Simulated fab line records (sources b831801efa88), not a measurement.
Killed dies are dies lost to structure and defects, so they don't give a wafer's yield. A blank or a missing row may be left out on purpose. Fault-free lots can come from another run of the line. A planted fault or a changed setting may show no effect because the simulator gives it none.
Chamber matching ; flow sky130 ; SKY_VIA4_ETCH_12 on rie-diel-04 has 4 sister chambers
The step etches SiO2 in C4F8/O2/Ar, stops on TiN, target depth 580 nm. 18 wafers are shown with their chamber, then 9 later ones without.

EACH WAFER AND ITS CHAMBER
wafer;chamber;oes-product-au (a.u.)
L599.2;0;0.926
L599.3;2;0.922
L599.6;0;0.924
L600.1;0;0.932
L600.5;1;0.925
L600.6;2;0.934
L602.4;1;0.928
L602.5;3;0.930
L602.6;0;0.920
L607.1;0;0.923
L607.3;1;0.922
L607.6;2;0.921
L611.3;2;0.934
L611.5;2;0.929
L611.6;3;0.926
L615.2;2;0.924
L615.3;1;0.930
L615.4;2;0.927

SIGNATURES (means of the wafers above)
reading;chamber 0;chamber 1;chamber 2;chamber 3;scatter within a chamber
oes-product-au;0.92500;0.92625;0.92729;0.92800;0.0046
Rule: a wafer's distance from a chamber is the root of the sum, over the readings, of the square of ((its reading less the chamber's mean) divided by the reading's scatter). If the next closest chamber is less than 2 further off than the closest, the wafer can't be placed; otherwise it belongs to the closest. How the scatter is found: for the shown wafers, subtract from each reading the mean of its chamber, square and add these, divide the total by (wafers less chambers), then take the root.

WAFERS WITHOUT THEIR CHAMBER
wafer;oes-product-au (a.u.)
L617.1;0.926
L617.3;0.924
L617.6;0.934
L620.3;0.930
L620.5;0.926
L620.6;0.921
L621.2;0.927
L621.4;0.928
L621.5;0.932

WHICH CHAMBER EACH WENT THROUGH
wafer;from the rows above;in truth
L617.1;can't be placed: 1 or 0 or 2 or 3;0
L617.3;can't be placed: 0 or 1 or 2 or 3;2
L617.6;can't be placed: 3 or 2 or 1 or 0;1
L620.3;can't be placed: 3 or 2 or 1 or 0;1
L620.5;can't be placed: 1 or 0 or 2 or 3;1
L620.6;can't be placed: 0 or 1 or 2 or 3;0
L621.2;can't be placed: 2 or 1 or 3 or 0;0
L621.4;can't be placed: 3 or 2 or 1 or 0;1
L621.5;can't be placed: 3 or 2 or 1 or 0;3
Correctly placed: 0 of 9. These rows do not allow placing 9 (true chamber among the candidates in 9). 0 placed wrongly.
